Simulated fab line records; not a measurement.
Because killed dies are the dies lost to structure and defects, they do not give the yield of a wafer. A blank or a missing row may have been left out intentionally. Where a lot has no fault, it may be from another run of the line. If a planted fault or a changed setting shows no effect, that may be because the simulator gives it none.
Comparing a struck lot with a sound one	flow gf180mcu	43 steps out of a route of 602
Sound: wafers L638.1, L638.2, L638.5. Wafers struck: L631.2, L631.4, L631.6. At the end, the cause is stated.
Order at every step that has rows: each side's tool, ch and its chambers, its first start. Under that, the readings that differ: sound wafers	struck wafers	difference of the means	sigmas: that difference in standard deviations of wafers without a fault.
alike: readings with means less than 2 such deviations apart, plus words and numbers identical on both sides. not compared: withheld readings, readings lacking a value on some wafer, bounds such as >300 that could conceal the same value, and numbers that have no deviation in the record and whose values overlap.
The two part at a step that has a row with sigmas, a row that says differs or no value, or rows on one side only. Numbers that don't overlap but have no deviation are shown without sigmas and don't part them. A reading missing from all wafers of one side parts the sides only when that side holds two or more wafers.

first, 7 steps without rows for these wafers: GF_SAB_DEHYDRATE_02 (time 60 s); GF_SAB_HMDS_03 (prime time 60 s); GF_SAB_COAT_04 (resist thk 1000 nm); GF_SAB_SOFTBAKE_05 (time 60 s); GF_SAB_EXPOSE_06 (exposes mask SAB, target cd 420 nm); GF_SAB_PEB_07; GF_SAB_DEVELOP_08 (develop time 60 s).
GF_SAB_CD_MEAS_09: target cd 420 nm.
  sound on cd sem-01, day 20 04:44; struck on cd sem-02, day 17 12:19
  alike: cd nm
GF_SAB_OVL_MEAS_10:
  sound on overlay-01, day 20 04:52; struck on overlay-01, day 17 12:26
  alike: SAB_OVL
then, 3 steps without rows for these wafers: GF_SAB_ETCH_11 (etches SiO2 in C4F8/O2/Ar, target depth 55 nm, time 8.5 s); GF_SAB_WET_ETCH_12 (etches SiO2 in dHF, target depth 22 nm, time 440 s); GF_SAB_STRIP_13 (strips in O2/N2).
GF_SALICIDE_CLEAN_00: cleans in SC1/SC2, time 150 s.
  sound on wet bench-04 ch 0, day 20 05:10; struck on wet bench-03 ch 1, day 17 12:43
  alike: bath heat duty pct
then, 1 step without rows for these wafers: GF_SALICIDE_WET_ETCH_01 (etches SiO2 in dHF, target depth 5 nm, time 100 s).
GF_SALICIDE_SPUTTER_02: material Co, target thk 10 nm, time 20 s.
  sound on pvd sputter-02, day 20 05:15; struck on pvd sputter-04, day 17 12:48
  alike: throttle valve pct
GF_SALICIDE_SPUTTER_03: material TiN, target thk 20 nm, time 16.7 s.
  sound on pvd sputter-02, day 20 05:17; struck on pvd sputter-04, day 17 12:50
  alike: throttle valve pct
GF_SALICIDE_RS_MEAS_04: uses a four-point probe to measure.
  sound on film metro-04, day 20 05:18; struck on film metro-03, day 17 12:52
  alike: SALICIDE_TIN_RS
GF_SALICIDE_THK_MEAS_05: measures by xrf.
  sound on film metro-04, day 20 05:25; struck on film metro-03, day 17 12:59
  alike: SALICIDE_TIN_THK
then, 2 steps without rows for these wafers: GF_SALICIDE_RTA_06 (time 30 s); GF_SALICIDE_WET_ETCH_07 (etches the open film in SPM, target depth 120 nm).
GF_SALICIDE_RTA_08: time 30 s.
  sound on rtp anneal-01 ch 0, day 20 05:41; struck on rtp anneal-01 ch 0, day 17 13:15
  alike: lamp power pct, wafer_temp_C_max
then, 1 step without rows for these wafers: GF_CONTACT_CVD_00 (deposits SiO2, target thk 300 nm, time 50 s).
GF_CONTACT_THK_MEAS_01:
  sound on film metro-04, day 20 05:49; struck on film metro-04, day 17 13:23
  alike: CONTACT_CVD_00_THK
then, 1 step without rows for these wafers: GF_CONTACT_CVD_02 (deposits SiO2 from TEOS, target thk 860 nm, time 95.992 s).
GF_CONTACT_THK_MEAS_03:
  sound on film metro-02, day 20 05:57; struck on film metro-02, day 17 13:31
  alike: CONTACT_CVD_02_THK
GF_CONTACT_CMP_04: polishes SiO2.
  sound on cmp-02 ch 0,3, day 20 06:04; struck on cmp-02 ch 1,2,3, day 17 13:40
  alike: motor current A, platen rpm, time to endpoint s
GF_CONTACT_BOW_MEAS_05:
  sound on film metro-04, day 20 06:19; struck on film metro-01, day 17 13:53
  alike: CONTACT_BOW
then, 8 steps without rows for these wafers: GF_CONTACT_DEHYDRATE_06 (time 60 s); GF_CONTACT_HMDS_07 (prime time 60 s); GF_CONTACT_COAT_08; GF_CONTACT_COAT_09 (resist thk 1000 nm); GF_CONTACT_SOFTBAKE_10 (time 60 s); GF_CONTACT_EXPOSE_11 (exposes mask Contact, target cd 220 nm); GF_CONTACT_PEB_12 (peb time 90 s); GF_CONTACT_DEVELOP_13 (develop time 60 s).
GF_CONTACT_CD_MEAS_14: target cd 220 nm.
  sound on cd sem-01, day 21 06:59; struck on cd sem-01, day 18 13:36
  alike: cd nm
GF_CONTACT_OVL_MEAS_15:
  sound on overlay-02, day 21 07:06; struck on overlay-02, day 18 13:43
  alike: CONTACT_OVL
then, 2 steps without rows for these wafers: GF_CONTACT_ETCH_16 (etches BARC in N2/H2); GF_CONTACT_ETCH_17 (etches SiO2 in C4F8/O2/Ar, stops on CoSi2, target depth 860 nm).
GF_CONTACT_STRIP_18: strips in O2/N2.
  sound on plasma asher-04 ch 0,1, day 21 07:18; struck on plasma asher-03 ch 0,1, day 18 13:54
reading	sound	struck	difference	sigmas
drypump motor current A (A)	6.6 6.6 6.6	5.9 5.9 5.4	-0.9	-2
  alike: heater power w, oes product au, platen temp c
  not compared: rf hours counter h
then, 2 steps without rows for these wafers: GF_CONTACT_CLEAN_19 (cleans in SPM); GF_CONTACT_CLEAN_20 (cleans in DIW).
-- the record jumps here: 13 days lie between the struck wafers' starts before and after (it left off in module CONTACT and takes up again in module PASSIVATION, whose first step shown is number 602 of the route) --
GF_PASSIVATION_PROBE_99:
  the record has rows for the struck wafers here (prober-02, day 31 02:40) and none for the sound ones

== WHERE THEY PART ==
At GF_CONTACT_STRIP_18 first; at GF_PASSIVATION_PROBE_99 last (within this record only).

WHY: what the simulator had put in
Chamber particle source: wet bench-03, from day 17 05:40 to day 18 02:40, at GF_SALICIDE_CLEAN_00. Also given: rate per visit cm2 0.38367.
